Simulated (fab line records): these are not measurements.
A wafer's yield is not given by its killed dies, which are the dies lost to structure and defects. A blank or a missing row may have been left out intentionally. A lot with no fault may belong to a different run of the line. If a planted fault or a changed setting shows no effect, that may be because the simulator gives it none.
The tool behind it: which one? / flow gf180mcu / Sampling: 11 lots, 33 wafers, 3 of 602 route steps

## WHAT EACH GAUGE READ, for each wafer
GF_PSD_RS_MEAS_14: uses a four-point probe to measure.
lot=L303; measured=day 14 17:37; on=filmMetro-04; NSD_RS (ohm/sq)=46.19 46.20 46.21
lot=L305; measured=day 15 11:38; on=filmMetro-04; NSD_RS (ohm/sq)=46.30 46.11 46.09
lot=L308; measured=day 16 10:58; on=filmMetro-03; NSD_RS (ohm/sq)=46.07 46.10 46.00
lot=L309; measured=day 16 20:11; on=filmMetro-01; NSD_RS (ohm/sq)=49.78 49.69 49.82 49.76 49.71 49.82
lot=L310; measured=day 17 02:23; on=filmMetro-03; NSD_RS (ohm/sq)=49.58 49.55 49.60 49.55 49.57 49.50
lot=L311; measured=day 17 13:31; on=filmMetro-01; NSD_RS (ohm/sq)=49.67 49.58 49.64 49.85 49.66 49.70
lot=L317; measured=day 20 01:18; on=filmMetro-04; NSD_RS (ohm/sq)=46.15 46.27 46.18
lot=L318; measured=day 20 05:42; on=filmMetro-04; NSD_RS (ohm/sq)=46.34 46.27 46.21
lot=L321; measured=day 21 06:49; on=filmMetro-04; NSD_RS (ohm/sq)=46.07 46.26 46.22
lot=L322; measured=day 21 12:26; on=filmMetro-01; NSD_RS (ohm/sq)=46.07 46.25 46.24
lot=L324; measured=day 22 14:23; on=filmMetro-03; NSD_RS (ohm/sq)=46.03 46.11 45.92

## TOOL THAT RAN EACH LOT (tool first, then ch and the chambers of the sampled wafers, then the start)
lot=L303; GF_NSD_IMPLANT_09=implanter-04 ch 0, day 13 21:13; GF_NSD_STRIP_11=plasmaAsher-03 ch 0,1, day 13 21:29
lot=L305; GF_NSD_IMPLANT_09=implanter-04 ch 0, day 14 13:29; GF_NSD_STRIP_11=plasmaAsher-04 ch 0,1, day 14 13:47
lot=L308; GF_NSD_IMPLANT_09=implanter-04 ch 0, day 15 12:23; GF_NSD_STRIP_11=plasmaAsher-04 ch 0,1, day 15 12:41
lot=L309; GF_NSD_IMPLANT_09=implanter-04 ch 0, day 15 21:14; GF_NSD_STRIP_11=plasmaAsher-02 ch 0,1, day 15 21:32
lot=L310; GF_NSD_IMPLANT_09=implanter-04 ch 0, day 16 03:11; GF_NSD_STRIP_11=plasmaAsher-03 ch 0,1, day 16 03:29
lot=L311; GF_NSD_IMPLANT_09=implanter-04 ch 0, day 16 13:56; GF_NSD_STRIP_11=plasmaAsher-03 ch 0,1, day 16 14:14
lot=L317; GF_NSD_IMPLANT_09=implanter-04 ch 0, day 19 00:10; GF_NSD_STRIP_11=plasmaAsher-03 ch 1, day 19 00:26
lot=L318; GF_NSD_IMPLANT_09=implanter-04 ch 0, day 19 04:29; GF_NSD_STRIP_11=plasmaAsher-02 ch 0,1, day 19 04:46
lot=L321; GF_NSD_IMPLANT_09=implanter-02 ch 0, day 20 06:32; GF_NSD_STRIP_11=plasmaAsher-02 ch 0,1, day 20 06:49
lot=L322; GF_NSD_IMPLANT_09=implanter-04 ch 0, day 20 11:33; GF_NSD_STRIP_11=plasmaAsher-04 ch 0,1, day 20 11:50
lot=L324; GF_NSD_IMPLANT_09=implanter-01 ch 0, day 21 14:05; GF_NSD_STRIP_11=plasmaAsher-03 ch 0, day 21 14:23
- GF_NSD_IMPLANT_09
- GF_NSD_STRIP_11: strips in O2/N2.

## THE ANSWER, worked out from the rows above alone
Rule: the lots themselves supply what counts as usual. The widest of any qualifying gaps counts: lots, ordered by their means at a reading, are off when they make up no more than a third of the lots, leave a main group of 4 or more, and stand apart from it by 3 or more times the standard deviation of that group's means. If all means in a main group match to the digits the tables above print for the reading, that group is not used. A lot without any number at a reading at which 4 lots or more have one is off too. Any other lot the step has rows for is counted as sound.
Off: L309, L310, L311, at GF_PSD_RS_MEAS_14 (NSD_RS). For the main group the mean is 46.16 ohm/sq and the standard deviation 0.077.
A tool fits if, at a process step before that reading, it ran every lot that is off, and no sound lot after the first of them. Those tools and the gauges at GF_PSD_RS_MEAS_14 are tried in the same way. No candidate that was tried fits.

## WHAT THE SIMULATOR HAD PUT IN
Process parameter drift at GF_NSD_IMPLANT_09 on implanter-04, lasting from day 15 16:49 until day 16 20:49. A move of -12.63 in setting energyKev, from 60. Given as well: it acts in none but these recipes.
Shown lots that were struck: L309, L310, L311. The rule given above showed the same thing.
